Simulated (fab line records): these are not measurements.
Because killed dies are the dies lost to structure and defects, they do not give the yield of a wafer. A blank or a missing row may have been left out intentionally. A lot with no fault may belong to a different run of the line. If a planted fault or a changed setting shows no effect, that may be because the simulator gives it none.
A struck lot beside a sound one    flow sfqLine    17 steps out of a route of 325
Sound: wafers L181.1, L181.2, L181.5. Struck: wafers L187.2, L187.3, L187.5. At the end, the cause is stated.
Each step with rows lists, per side, the tool, then ch with its chambers, then its first start. Under that, the readings that differ: sound wafers    struck wafers    difference of the means    sigmas: that difference in standard deviations of wafers without a fault.
alike: same words and numbers on both sides, and readings whose means sit less than 2 such deviations apart. not compared: any withheld reading, any reading some wafer has no value for, any bound like >300 that may hide the same value, and any number with overlapping values for which the record gives no deviation.
A row with sigmas, a row that says differs or no value, or rows on one side alone: a step with any of these is where the two part. When numbers do not overlap yet have no deviation, they are printed without sigmas and do not part them. Lack of a reading on every wafer of one side parts them only where that side has two or more wafers.

SFQ_TRILAYER_I3_VIA_BARC_OPEN_VIA_ETCH_121: etches BARC in O2, target depth 125 nm, time 41.7 s.
  sound on rieDiel-01 ch 0,3, day 34 19:24; struck on rieDiel-01 ch 0,2, day 37 21:07
  alike: drypumpMotorCurrentA, oesProductAu
  not compared: rfHoursCounterH
SFQ_TRILAYER_I3_VIA_ETCH_VIA_ETCH_088: etches SiO2 in CHF3, stops on Nb, target depth 260 nm.
  sound on rieDiel-01 ch 0,3, day 34 19:26; struck on rieDiel-01 ch 0,2, day 37 21:09
  alike: drypumpMotorCurrentA, oesProductAu
SFQ_TRILAYER_I3_VIA_STRIP_STRIP_089: strips in O2.
  sound on rieMetal-03 ch 0,1, day 34 19:33; struck on rieMetal-02 ch 0,1, day 37 21:16
  alike: drypumpMotorCurrentA, oesProductAu
  not compared: rfHoursCounterH
then, 2 steps without rows for these wafers: SFQ_TRILAYER_I3_VIA_STRIP_SOLV_CLEAN_090 (cleans in NMP, time 600 s); SFQ_TRILAYER_M4_DEP_PRE_CLEAN_092 (time 22.5 s).
SFQ_TRILAYER_M4_DEP_SPUTTER_091: material Nb, target thk 200 nm, time 133.3 s.
  sound on pvdSputter-05 at day 34 20:22; struck on pvdSputter-06 at day 37 22:04
  alike: cathodeDcPowerW, chamberPressurePa, throttleValvePct
SFQ_M4_RS_MEAS_924: measures by four-point-probe.
  sound on filmMetro-03 at day 34 20:28; struck on filmMetro-02 at day 37 22:10
  alike: M4_NB_RS
then, 4 steps without rows for these wafers: SFQ_TRILAYER_M4_LITHO_COAT_098 (resist thk 62 nm); SFQ_TRILAYER_M4_LITHO_COAT_093 (resist thk 600 nm); SFQ_TRILAYER_M4_LITHO_SOFTBAKE_097; SFQ_TRILAYER_M4_LITHO_EXPOSE_094 (exposes mask M4, target cd 500 nm).
-- the record jumps here: 6 days lie between the struck wafers' starts before and after --
SFQ_TRILAYER_M4_LITHO_PEB_096: peb time 60 s.
  sound on lithoTrack-01 ch 0, day 40 03:40; struck on lithoTrack-03 ch 0, day 44 02:14
reading                sound                 struck                difference  sigmas
heaterPowerTotalW (W)  79.22 79.15 79.13     77.75 77.88 77.82     -1.35       -21
plateTempC (C)         115.29 114.95 115.15  113.53 113.58 113.38  -1.63       -10
then, 1 step without rows for these wafers: SFQ_TRILAYER_M4_LITHO_DEVELOP_095 (time 60 s).
SFQ_M4_OVL_MEAS_926:
  sound on overlay-02 at day 40 03:58; struck on overlay-02 at day 44 02:31
reading      sound  struck     difference  sigmas
M4_OVL (nm)  8 7 6  -5 -12 -8  -15         -3
SFQ_TRILAYER_M4_BARC_OPEN_METAL_ETCH_123: etches BARC in O2, target depth 125 nm, time 41.7 s.
  sound on rieMetal-01 ch 0,1, day 40 04:00; struck on rieMetal-01 ch 0, day 44 02:34
reading             sound              struck           difference  sigmas
model.M4.cdNm (nm)  500.5 500.8 500.9  528 528.9 529.5  +28         
  alike: drypumpMotorCurrentA, oesProductAu
  not compared: rfHoursCounterH
SFQ_TRILAYER_M4_ETCH_METAL_ETCH_096: etches Nb in Cl2/Ar, stops on SiO2, target depth 240 nm, time 120 s.
  sound on rieMetal-01 ch 0,1, day 40 04:04; struck on rieMetal-01 ch 0, day 44 02:43
reading             sound              struck           difference  sigmas
model.M4.cdNm (nm)  502.5 499.9 500.5  527 528.4 528.5  +27         
  alike: drypumpMotorCurrentA, oesProductAu
  not compared: rfHoursCounterH
SFQ_TRILAYER_M4_STRIP_STRIP_097: strips in O2.
  sound on rieMetal-01 ch 0,1, day 40 04:11; struck on rieMetal-01 ch 0, day 44 03:07
  alike: drypumpMotorCurrentA, oesProductAu
  not compared: rfHoursCounterH

WHERE THEY PART
At SFQ_TRILAYER_M4_LITHO_PEB_096 first; at SFQ_M4_OVL_MEAS_926 last (within this record only). Later steps at which nothing parts them and some readings are alike: SFQ_TRILAYER_M4_BARC_OPEN_METAL_ETCH_123, SFQ_TRILAYER_M4_ETCH_METAL_ETCH_096, SFQ_TRILAYER_M4_STRIP_STRIP_097.

WHY: whatever the simulator had introduced
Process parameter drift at SFQ_TRILAYER_M4_LITHO_PEB_096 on lithoTrack-03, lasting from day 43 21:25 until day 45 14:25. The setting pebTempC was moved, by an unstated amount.
